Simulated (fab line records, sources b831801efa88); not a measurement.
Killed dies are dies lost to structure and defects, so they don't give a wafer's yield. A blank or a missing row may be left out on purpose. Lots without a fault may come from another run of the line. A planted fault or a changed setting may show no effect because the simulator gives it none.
fab line records | flow sfq_line
record lots=6 wafers=18 last_day=78
route steps=325 shown M2@92 I2@103 M3@118 I3@133 M8@325
lots that met no fault: from a run of the same line without faults
start_h: hours from the record's first day to the start of the lot's first wafer shown | wait_h: hours since the lot's step before | " the same as in the row above | L1.1+2: a row that stands for several wafers | - no value, or no start given | * or withheld: withheld | < > ~ a bound
route shown NAME@n: a module of which the file shows steps, and the number in the route of the first | usual: mean/standard deviation of fault-free wafers | same: alike in all rows | chamber/n: place in a boat | sites: the reading at each site | _std_site: their standard deviation | _edge_site: outer sites' mean less inner sites' | radius_mm: how far each site lies from the wafer's centre | mask NAME#n: copy n | behind: the tool/chamber that last shaped the wafer | hold: why the lot was held/for how many hours/how that ended | device: the transistor (n, p or np) that didn't switch | end of line: the same wafers' tests at the end of the route | a step without rows: its recipe alone | killed: dies lost to structure and defects at the first sort, not the wafer's yield | map: a wafer's dies, x killed, . not, _ none there
set.NAME: the setting as run; set.NAME@STEP: as run at that earlier step | model.NAME: the simulator's own value behind a step, which no gauge read
lots at some steps of the route; a table a step, a row a wafer
services: from which hour (start_h, from the record's first day; less than 0 if before it) a tool's chamber was out of use, for how many hours, and why
## steps
# step SFQ_TRILAYER_M2_LITHO_COAT_062
# recipe resist=BARC spin_rpm=3000 resist_thk_nm=62
# step SFQ_TRILAYER_M2_LITHO_COAT_057
# recipe resist=KrF spin_rpm=3000 resist_thk_nm=600
# step SFQ_TRILAYER_M2_LITHO_SOFTBAKE_061
# recipe temp_c=withheld time_s=withheld resist=KrF
# step SFQ_TRILAYER_M2_LITHO_EXPOSE_058
# recipe mask_id=M2 na=0.6 source_shape=conventional sigma_outer=0.65 target_cd_nm=500 dose_mj=14.4
# step SFQ_TRILAYER_M2_LITHO_PEB_060
# recipe peb_temp_c=115 peb_time_s=60 resist=KrF
# step SFQ_TRILAYER_M2_LITHO_DEVELOP_059
# recipe time_s=60 resist=KrF
# step SFQ_M2_OVL_MEAS_916
# usual M2_OVL=1/3.8
# columns lot.wafer tool chamber start_h wait_h M2_OVL[nm]
L719.1 overlay-01 - 472.85 0.1 -1
L719.4 " - " " -2
L719.5 " - " " 1
L731.1 overlay-02 - 588.11 0.1 -3
L731.3 " - " " 1
L731.5 " - " " 3
L732.2 overlay-02 - 594.12 0.1 -5
L732.5 " - " " 0
L732.6 " - " " -2
L734.2 overlay-02 - 617.24 0.1 6
L734.4 " - " " 1
L734.5 " - " " -2
L740.1 overlay-02 - 663.33 0.1 3
L740.2 " - " " 4
L740.5 " - " " 7
L741.1 overlay-01 - 671.83 0.1 4
L741.2 " - " " 4
L741.5 " - " " 6
# step SFQ_TRILAYER_M2_BARC_OPEN_METAL_ETCH_077
# recipe mask_material=PR chemistry=O2 target_depth_nm=125 target=BARC icp_w=600 bias_w=80 pressure_mtorr=10 time_s=41.7
# step SFQ_TRILAYER_M2_ETCH_METAL_ETCH_060
# recipe target=Nb stop_on=SiO2 mask_material=PR chemistry=Cl2/Ar target_depth_nm=240 icp_w=600 bias_w=80 pressure_mtorr=10 time_s=120
# usual drypump_motor_current_A=5.99/0.28 oes_product_au=0.889/0.0094
# columns lot.wafer tool chamber start_h wait_h drypump_motor_current_A oes_product_au rf_hours_counter_h
L719.1 rie_metal-02 1 472.95 0.0 5.76 0.904 71
L719.4 " 1 " " 5.75 0.899 -
L719.5 " 0 " " 5.56 0.899 -
L731.1 rie_metal-02 1 588.21 0.0 5.71 0.880 92
L731.3 " 0 " " 5.56 0.881 -
L731.5 " 1 " " 5.75 0.893 -
L732.2 rie_metal-01 1 594.21 0.0 6.28 0.879 77
L732.5 " 0 " " 6.21 0.885 -
L732.6 " 1 " " 6.33 0.907 -
L734.2 rie_metal-04 0 617.33 0.0 5.81 0.892 93
L734.4 " 0 " " 5.81 0.891 -
L734.5 " 1 " " 6.06 0.878 -
L740.1 rie_metal-04 0 663.63 0.0 5.83 0.889 102
L740.2 " 1 " " 6.06 0.893 136
L740.5 " 1 " " 6.09 0.879 -
L741.1 rie_metal-01 0 671.93 0.0 6.22 0.873 117
L741.2 " 1 " " 6.32 0.876 91
L741.5 " 1 " " 6.32 0.866 -
# step SFQ_TRILAYER_M2_STRIP_STRIP_061
# recipe gas=O2 power_w=200 platen_temp_c=40 overash_fraction=0.65 chemistry=O2 pressure_mtorr=50
# step SFQ_TRILAYER_M2_STRIP_SOLV_CLEAN_062
# recipe chemistry=NMP temp_c=70 time_s=600
# step SFQ_TRILAYER_I2_DEP_PECVD_063
# recipe material=SiO2 temp_c=150 time_s=111.11 pressure_torr=2.4 rf_w=183.3 precursor=SiH4/N2O target_thk_nm=500
# usual heater_power_outer_w=25/7.5 heater_power_w=75/14 showerhead_vpp_V=825/46 throttle_valve_pct=25.1/1.2
# columns lot.wafer tool chamber start_h wait_h heater_power_outer_w heater_power_w showerhead_vpp_V since_wet_clean_h throttle_valve_pct
L719.1 pecvd-02 2 473.86 0.0 26 68 849 266 24.1
L719.4 " 1 " " 21 67 877 - 24.4
L719.5 " 2 " " 27 69 839 - 24.2
L731.1 pecvd-04 0 589.13 0.0 28 80 854 1134 26.5
L731.3 " 1 " " 31 79 802 1134 24.1
L731.5 " 2 " " 34 99 847 - 25.3
L732.2 pecvd-01 1 595.13 0.0 32 85 719 756 24.1
L732.5 " 2 " " 21 79 826 - 26.0
L732.6 " 1 " " 35 89 736 - 24.1
L734.2 pecvd-01 2 618.23 0.0 23 79 821 779 25.7
L734.4 " 0 " " 24 76 870 - 27.2
L734.5 " 1 " " 37 91 721 - 23.9
L740.1 pecvd-01 1 664.53 0.0 31 85 724 826 24.0
L740.2 " 0 " " 22 73 881 826 27.3
L740.5 " 1 " " 34 88 711 - 24.2
L741.1 pecvd-02 1 672.83 0.0 21 68 855 465 25.1
L741.2 " 2 " " 27 69 838 465 24.5
L741.5 " 1 " " 21 67 855 - 25.0
# step SFQ_TRILAYER_I2_CMP_CMP_064
# recipe material=SiO2 down_force_psi=3 platen_rpm=60 pad_velocity_m_s=0.94248
# usual edge_zone_pressure_frac=1.000/0.0053 head_pressure_psi=2.999/0.0065 motor_current_A=10.8/1 slurry_flow_ml_min=150.0/0.43 time_to_endpoint_s=214/9.3
# columns lot.wafer tool chamber start_h wait_h edge_zone_pressure_frac head_pressure_psi motor_current_A slurry_flow_ml_min time_to_endpoint_s model.SiO2_of_TRILAYER_I2_DEP_PECVD_063.thk_nm
L719.1 cmp-02 2 474.44 0.5 1.000 2.997 9.5 149.0 215 199.3
L719.4 " 0 475.44 1.5 1.001 3.010 10.0 149.9 211 199.3
L719.5 " 2 476.44 2.5 0.997 3.000 9.5 149.9 220 198.5
L731.3 cmp-01 3 605.15 16.0 - - - - - 510.8
L731.1 " 1 606.15 17.0 - - - - - 506.5
L731.5 " 3 607.15 17.9 - - - - - 516.7
L732.2 cmp-01 1 613.65 18.5 - - - - - 504.9
L732.5 " 1 615.65 20.4 - - - - - 499.4
L732.6 " 2 " " - - - - - 509.7
L734.2 cmp-01 3 639.19 20.9 0.991 2.989 11.5 150.2 214 200.2
L734.4 " 1 640.19 21.9 1.001 2.999 12.5 151.0 222 200.9
L734.5 " 3 641.19 22.9 0.983 2.990 10.8 151.2 235 200.9
L740.1 cmp-02 3 692.50 27.9 0.999 3.021 11.0 149.7 205 198
L740.2 " 1 693.50 28.9 1.007 2.994 10.0 149.3 213 198.6
L740.5 " 3 694.50 29.9 0.998 3.008 11.2 149.6 205 198.3
L741.2 cmp-02 1 702.00 29.1 0.997 2.994 8.6 149.5 206 198.4
L741.1 " 3 703.00 30.1 0.996 2.994 10.8 150.4 198 197.8
L741.5 " 1 704.00 31.1 1.001 2.998 9.3 149.9 210 200.3
# step SFQ_I2_BOW_MEAS_917
# recipe mode=bow
# usual I2_BOW=4/7.8
# columns lot.wafer tool chamber start_h wait_h I2_BOW[um]
L719.1 film_metro-04 - 476.94 2.0 12
L719.4 " - " " 12
L719.5 " - " " 7
L731.1 film_metro-04 - 607.65 1.0 8
L731.3 " - " " 1
L731.5 " - " " -5
L732.2 film_metro-04 - 616.67 2.5 14
L732.5 " - " " 10
L732.6 " - " " 6
L734.2 film_metro-04 - 642.21 2.5 19
L734.4 " - " " 9
L734.5 " - " " 18
L740.1 film_metro-01 - 695.50 2.5 -7
L740.2 " - " " 5
L740.5 " - " " 5
L741.1 film_metro-03 - 704.50 1.0 -12
L741.2 " - " " -7
L741.5 " - " " -10
# step SFQ_TRILAYER_I2_METRO_MEASURE_065
# usual thk_nm=199.7/1.3
# columns lot.wafer tool chamber start_h wait_h thk_nm
L719.1 film_metro-04 - 477.06 0.1 199.4
L719.4 " - " " 199.3
L719.5 " - " " 198.7
L731.1 film_metro-04 - 607.77 0.1 506.4
L731.3 " - " " 510.7
L731.5 " - " " 517.2
L732.2 film_metro-04 - 616.97 0.3 504.4
L732.5 " - " " 499.4
L732.6 " - " " 509.7
L734.2 film_metro-04 - 642.51 0.3 200.2
L734.4 " - " " 201.0
L734.5 " - " " 200.8
L740.1 film_metro-01 - 695.62 0.1 198.0
L740.2 " - " " 198.8
L740.5 " - " " 198.2
L741.1 film_metro-03 - 704.62 0.1 197.7
L741.2 " - " " 198.2
L741.5 " - " " 200.2
# step SFQ_TRILAYER_I2_VIA_LITHO_COAT_072
# recipe resist=BARC spin_rpm=3000 resist_thk_nm=62
# step SFQ_TRILAYER_I2_VIA_LITHO_COAT_067
# recipe resist=KrF spin_rpm=3000 resist_thk_nm=650
# step SFQ_TRILAYER_I2_VIA_LITHO_SOFTBAKE_071
# recipe temp_c=withheld time_s=withheld resist=KrF
# step SFQ_TRILAYER_I2_VIA_LITHO_EXPOSE_068
# recipe mask_id=I2 na=0.6 source_shape=conventional sigma_outer=0.65 target_cd_nm=500 dose_mj=21.3
# step SFQ_TRILAYER_I2_VIA_LITHO_PEB_070
# recipe peb_temp_c=115 peb_time_s=60 resist=KrF
# step SFQ_TRILAYER_I2_VIA_LITHO_DEVELOP_069
# recipe time_s=60 resist=KrF
# step SFQ_I2_OVL_MEAS_918
# usual I2_OVL=0/4.7
# columns lot.wafer tool chamber start_h wait_h I2_OVL[nm]
L719.1 overlay-02 - 563.50 0.1 -9
L719.4 " - " " -2
L719.5 " - " " -7
L731.1 overlay-01 - 682.27 0.1 -3
L731.3 " - " " 3
L731.5 " - " " -1
L732.2 overlay-02 - 690.77 0.1 4
L732.5 " - " " 4
L732.6 " - " " 12
L734.2 overlay-02 - 721.48 0.1 5
L734.4 " - " " 4
L734.5 " - " " 5
L740.1 overlay-02 - 768.86 0.1 4
L740.2 " - " " 12
L740.5 " - " " 7
L741.1 overlay-01 - 776.06 0.1 10
L741.2 " - " " 2
L741.5 " - " " 6
# step SFQ_TRILAYER_I2_VIA_BARC_OPEN_VIA_ETCH_096
# recipe mask_material=PR chemistry=O2 target_depth_nm=125 target=BARC source_w=500 bias_w=80 pressure_mtorr=30 time_s=41.7
# step SFQ_TRILAYER_I2_VIA_ETCH_VIA_ETCH_070
# recipe target=SiO2 stop_on=Nb mask_material=PR taper_deg=20 chemistry=CHF3 target_depth_nm=260 source_w=500 bias_w=80 pressure_mtorr=30 time_s=withheld
# usual drypump_motor_current_A=5.9/0.56 oes_product_au=0.854/0.006
# columns lot.wafer tool chamber start_h wait_h drypump_motor_current_A oes_product_au model.etch.depth_nm model.I2.feature_depth_nm
L719.1 rie_diel-01 0 563.58 0.0 4.9 0.855 199.3 199.3
L719.4 " 1 " " 6.0 0.856 199.3 199.3
L719.5 " 3 " " 5.9 0.854 198.5 198.5
L731.1 rie_diel-02 3 682.34 0.0 6.8 1.600 254.4 254.4
L731.3 " 0 " " 5.6 1.608 258.5 258.5
L731.5 " 0 " " 5.6 1.599 255.7 255.7
L732.2 rie_diel-01 2 690.84 0.0 6.3 1.650 264.2 264.2
L732.5 " 1 " " 6.0 1.645 263.5 263.5
L732.6 " 2 " " 6.3 1.645 264.8 264.8
L734.2 rie_diel-01 3 721.55 0.0 5.9 0.863 200.2 200.2
L734.4 " 1 " " 6.0 0.848 200.9 200.9
L734.5 " 2 " " 6.3 0.855 200.9 200.9
L740.1 rie_diel-03 0 768.93 0.0 6.3 0.846 198 198
L740.2 " 1 " " 6.3 0.856 198.6 198.6
L740.5 " 1 " " 6.4 0.861 198.3 198.3
L741.1 rie_diel-02 3 776.13 0.0 6.8 0.850 197.8 197.8
L741.2 " 1 " " 5.5 0.857 198.4 198.4
L741.5 " 1 " " 5.5 0.856 200.3 200.3
# step SFQ_TRILAYER_I2_VIA_STRIP_STRIP_071
# recipe gas=O2 power_w=200 platen_temp_c=40 overash_fraction=0.65 chemistry=O2 pressure_mtorr=50
# usual drypump_motor_current_A=6.02/0.29 oes_product_au=0.994/0.011
# columns lot.wafer tool chamber start_h wait_h drypump_motor_current_A oes_product_au rf_hours_counter_h
L719.1 rie_metal-04 0 563.69 - 5.81 0.982 84
L719.4 " 1 " " 6.08 0.981 -
L719.5 " 0 " " 5.80 0.975 -
L731.1 rie_metal-03 1 682.45 - 6.61 0.993 69
L731.3 " 1 " " 6.61 0.998 -
L731.5 " 1 " " 6.60 0.999 -
L732.2 rie_metal-03 0 690.95 - 5.91 1.010 112
L732.5 " 1 " " 6.57 1.005 -
L732.6 " 0 " " 5.88 0.996 -
L734.2 rie_metal-04 0 721.66 - 5.80 0.991 112
L734.4 " 1 " " 6.08 1.014 -
L734.5 " 1 " " 6.06 1.014 -
L740.1 rie_metal-02 0 769.05 - 5.57 1.008 40
L740.2 " 1 " " 5.77 1.007 122
L740.5 " 1 " " 5.77 1.011 -
L741.1 rie_metal-04 0 776.25 - 5.82 0.983 122
L741.2 " 1 " " 6.07 1.013 156
L741.5 " 0 " " 5.84 0.992 -
# step SFQ_TRILAYER_I2_VIA_STRIP_SOLV_CLEAN_072
# recipe chemistry=NMP temp_c=70 time_s=600
# step SFQ_TRILAYER_M3_DEP_PRE_CLEAN_074
# recipe gas=Ar time_s=22.5 bias_v=250
# columns lot.wafer tool chamber start_h wait_h model.SiO2_of_TRILAYER_I2_DEP_PECVD_063.thk_nm
L719.1+4 pvd_sputter-04 - 564.47 0.0 191.8
L719.5 " - " " 191
L731.1 pvd_sputter-04 - 683.23 0.0 499
L731.3 " - " " 503.3
L731.5 " - " " 509.2
L732.2 pvd_sputter-06 - 691.73 0.0 497.4
L732.5 " - " " 491.9
L732.6 " - " " 502.2
L734.2 pvd_sputter-06 - 722.44 0.0 192.7
L734.4+5 " - " " 193.4
L740.1 pvd_sputter-06 - 769.82 0.0 190.5
L740.2 " - " " 191.1
L740.5 " - " " 190.8
L741.1 pvd_sputter-04 - 777.02 0.0 190.3
L741.2 " - " " 190.9
L741.5 " - " " 192.8
# step SFQ_TRILAYER_M3_DEP_SPUTTER_073
# recipe material=Nb base_pressure_pa=1.33e-06 chamber_pressure_pa=0.1333 substrate_temp_c=20 resputter_cathode_voltage_v=400 target_thk_nm=200 power_w=2000 time_s=133.3
# usual base_pressure_pa=1.34e-06/1.1e-07 throttle_valve_pct=29.9/0.78
# columns lot.wafer tool chamber start_h wait_h base_pressure_pa throttle_valve_pct
L719.1 pvd_sputter-04 - 564.50 0.0 1.32e-06 30.0
L719.4 " - " " 1.38e-06 30.0
L719.5 " - " " 1.4e-06 30.4
L731.1 pvd_sputter-04 - 683.26 0.0 1.53e-06 28.7
L731.3 " - " " 1.14e-06 30.8
L731.5 " - " " 1.34e-06 30.1
L732.2 pvd_sputter-06 - 691.76 0.0 1.38e-06 29.3
L732.5 " - " " 1.29e-06 30.0
L732.6 " - " " 1.27e-06 28.2
L734.2 pvd_sputter-06 - 722.46 0.0 1.32e-06 29.8
L734.4 " - " " 1.34e-06 28.2
L734.5 " - " " 1.35e-06 29.8
L740.1 pvd_sputter-06 - 769.85 0.0 1.42e-06 28.2
L740.2 " - " " 1.4e-06 29.4
L740.5 " - " " 1.47e-06 28.3
L741.1 pvd_sputter-04 - 777.05 0.0 1.34e-06 30.2
L741.2 " - " " 1.16e-06 29.8
L741.5 " - " " 1.31e-06 30.2
# step SFQ_M3_RS_MEAS_919
# recipe thk_meas_gauge=four-point-probe reads=Nb_of_TRILAYER_M3_DEP_SPUTTER_073
# usual M3_NB_RS=0.891/0.0096
# columns lot.wafer tool chamber start_h wait_h M3_NB_RS[ohm/sq]
L719.1 film_metro-03 - 564.59 0.0 0.899
L719.4 " - " " 0.897
L719.5 " - " " 0.907
L731.1 film_metro-02 - 683.35 0.0 0.908
L731.3 " - " " 0.900
L731.5 " - " " 0.905
L732.2 film_metro-02 - 691.87 0.1 0.877
L732.5 " - " " 0.889
L732.6 " - " " 0.891
L734.2 film_metro-03 - 722.58 0.1 0.885
L734.4 " - " " 0.895
L734.5 " - " " 0.892
L740.1 film_metro-02 - 769.94 0.0 0.894
L740.2 " - " " 0.885
L740.5 " - " " 0.890
L741.1 film_metro-02 - 777.14 0.0 0.888
L741.2 " - " " 0.889
L741.5 " - " " 0.889
# step SFQ_TRILAYER_M3_LITHO_COAT_080
# recipe resist=BARC spin_rpm=3000 resist_thk_nm=62
# step SFQ_TRILAYER_M3_LITHO_COAT_075
# recipe resist=KrF spin_rpm=3000 resist_thk_nm=600
# step SFQ_TRILAYER_M3_LITHO_SOFTBAKE_079
# recipe temp_c=withheld time_s=withheld resist=KrF
# step SFQ_TRILAYER_M3_LITHO_EXPOSE_076
# recipe mask_id=M3 na=0.6 source_shape=conventional sigma_outer=0.65 target_cd_nm=500 dose_mj=14.4
# step SFQ_TRILAYER_M3_LITHO_PEB_078
# recipe peb_temp_c=115 peb_time_s=60 resist=KrF
# step SFQ_TRILAYER_M3_LITHO_DEVELOP_077
# recipe time_s=60 resist=KrF
# step SFQ_M3_OVL_MEAS_921
# usual M3_OVL=0/5.6
# columns lot.wafer tool chamber start_h wait_h M3_OVL[nm]
L719.1 overlay-02 - 639.69 0.1 6
L719.4 " - " " 1
L719.5 " - " " 8
L731.1 overlay-02 - 754.46 0.1 0
L731.3 " - " " -6
L731.5 " - " " -8
L732.2 overlay-01 - 762.86 0.1 -8
L732.5 " - " " -3
L732.6 " - " " -7
L734.2 overlay-02 - 795.26 0.1 1
L734.4 " - " " -6
L734.5 " - " " 6
L740.1 overlay-01 - 840.86 0.1 0
L740.2 " - " " 6
L740.5 " - " " -5
L741.1 overlay-02 - 846.86 0.1 0
L741.2 " - " " -4
L741.5 " - " " -7
# step SFQ_TRILAYER_M3_BARC_OPEN_METAL_ETCH_100
# recipe mask_material=PR chemistry=O2 target_depth_nm=125 target=BARC icp_w=600 bias_w=80 pressure_mtorr=10 time_s=41.7
# usual drypump_motor_current_A=6.12/0.27 oes_product_au=0.685/0.0049
# columns lot.wafer tool chamber start_h wait_h drypump_motor_current_A oes_product_au rf_hours_counter_h
L719.1 rie_metal-03 0 639.73 0.0 5.93 0.685 103
L719.4 " 1 " " 6.59 0.681 -
L719.5 " 1 " " 6.59 0.688 -
L731.1 rie_metal-01 0 754.49 0.0 6.20 0.684 131
L731.3 " 0 " " 6.20 0.689 -
L731.5 " 0 " " 6.18 0.691 -
L732.2 rie_metal-03 0 762.89 0.0 5.93 0.677 125
L732.5 " 0 " " 5.92 0.688 -
L732.6 " 1 " " 6.61 0.686 -
L734.2 rie_metal-04 1 795.29 0.0 6.10 0.683 159
L734.4 " 1 " " 6.06 0.695 -
L734.5 " 0 " " 5.81 0.698 -
L740.1 rie_metal-03 0 840.89 0.0 5.87 0.676 139
L740.2 " 1 " " 6.60 0.678 94
L740.5 " 1 " " 6.59 0.683 -
L741.1 rie_metal-04 0 846.89 0.0 5.84 0.682 137
L741.2 " 0 " " 5.83 0.690 -
L741.5 " 0 " " 5.81 0.691 -
# step SFQ_TRILAYER_M3_ETCH_METAL_ETCH_078
# recipe target=Nb stop_on=SiO2 mask_material=PR chemistry=Cl2/Ar target_depth_nm=240 icp_w=600 bias_w=80 pressure_mtorr=10 time_s=120
# step SFQ_TRILAYER_M3_STRIP_STRIP_079
# recipe gas=O2 power_w=200 platen_temp_c=40 overash_fraction=0.65 chemistry=O2 pressure_mtorr=50
# step SFQ_TRILAYER_M3_STRIP_SOLV_CLEAN_080
# recipe chemistry=NMP temp_c=70 time_s=600
# step SFQ_TRILAYER_I3_DEP_PECVD_081
# recipe material=SiO2 temp_c=150 time_s=111.11 pressure_torr=2.4 rf_w=183.3 precursor=SiH4/N2O target_thk_nm=500
# step SFQ_M8_BOW_MEAS_951
# recipe mode=bow
# usual M8_BOW=10/12
# columns lot.wafer tool chamber start_h wait_h M8_BOW[um] model.etest.i2.link_ohm
L719.1 film_metro-03 - 1618.50 0.0 17 1.962
L719.4 " - " " 16 1.973
L719.5 " - " " 10 1.972
L731.1 film_metro-04 - 1767.65 0.0 4 1e+06
L731.3 " - " " -3 1e+06
L731.5 " - " " -9 1e+06
L732.2 film_metro-01 - 1772.47 0.0 24 1e+06
L732.5 " - " " 20 1e+06
L732.6 " - " " 17 1e+06
L734.2 film_metro-03 - 1780.92 0.0 30 1.966
L734.4 " - " " 20 1.976
L734.5 " - " " 29 2.002
L740.1 film_metro-03 - 1867.39 0.0 2 1.997
L740.2 " - " " 14 1.965
L740.5 " - " " 13 1.983
L741.1 film_metro-03 - 1869.79 0.0 -16 1.98
L741.2 " - " " -10 2.004
L741.5 " - " " -12 2.005
## services
# columns tool chamber start_h hours kind
rie_diel-01 - 458.76 0.7 repair
rie_diel-01 - 459.77 1.3 repair
rie_diel-01 2 469.71 7.3 repair
cmp-01 - 473.27 0.3 repair
pecvd-01 2 499.33 29.9 repair
film_metro-04 - 507.41 1.1 pm
cmp-02 - 507.59 0.9 repair
cmp-01 - 527.79 2.2 repair
rie_diel-01 0 532.41 8.1 repair
pvd_sputter-04 - 557.34 2.1 repair
film_metro-04 - 558.34 0.5 pm
pvd_sputter-06 - 560.09 7.1 repair
pvd_sputter-06 - 631.67 2.0 repair
film_metro-04 - 674.68 1.4 pm
rie_metal-03 - 700.26 0.3 repair
rie_metal-03 1 724.10 8.6 repair
pvd_sputter-06 - 741.28 2.0 repair
film_metro-04 - 752.41 0.6 pm
pvd_sputter-06 - 754.81 2.0 repair
rie_metal-04 1 782.74 5.4 repair
film_metro-04 - 802.82 0.6 pm
rie_metal-04 - 826.84 1.4 pm
pvd_sputter-04 - 831.97 1.9 repair
film_metro-04 - 846.38 8.8 repair
## key
first_sign step=SFQ_TRILAYER_I2_CMP_CMP_064 reading=tool_record direction=missing
effect step=SFQ_TRILAYER_I2_METRO_MEASURE_065 reading=thk_nm direction=up sigmas=99+ usual=199.7 struck=508.0
effect step=SFQ_TRILAYER_I2_VIA_ETCH_VIA_ETCH_070 reading=oes_product_au direction=up sigmas=99+ usual=0.854 struck=1.625
model_effect step=SFQ_TRILAYER_I2_CMP_CMP_064 value=SiO2_of_TRILAYER_I2_DEP_PECVD_063.thk_nm without=200.4 struck=508
model_effect step=SFQ_TRILAYER_I2_VIA_ETCH_VIA_ETCH_070 value=etch.depth_nm without=200.4 struck=260.2
model_effect step=SFQ_TRILAYER_M3_DEP_PRE_CLEAN_074 value=SiO2_of_TRILAYER_I2_DEP_PECVD_063.thk_nm without=192.9 struck=500.5
model_effect step=SFQ_M8_BOW_MEAS_951 value=etest.i2.link_ohm without=1.99 struck=1e+06
met_at SFQ_TRILAYER_I2_CMP_CMP_064
struck_wafers L731.1,L731.3,L731.5,L732.2,L732.5,L732.6
fault kind=skipped_step_whole tool=cmp-01 chamber=- onset_h=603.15 steps=SFQ_TRILAYER_I2_CMP_CMP_064 scope=struck_lots_only
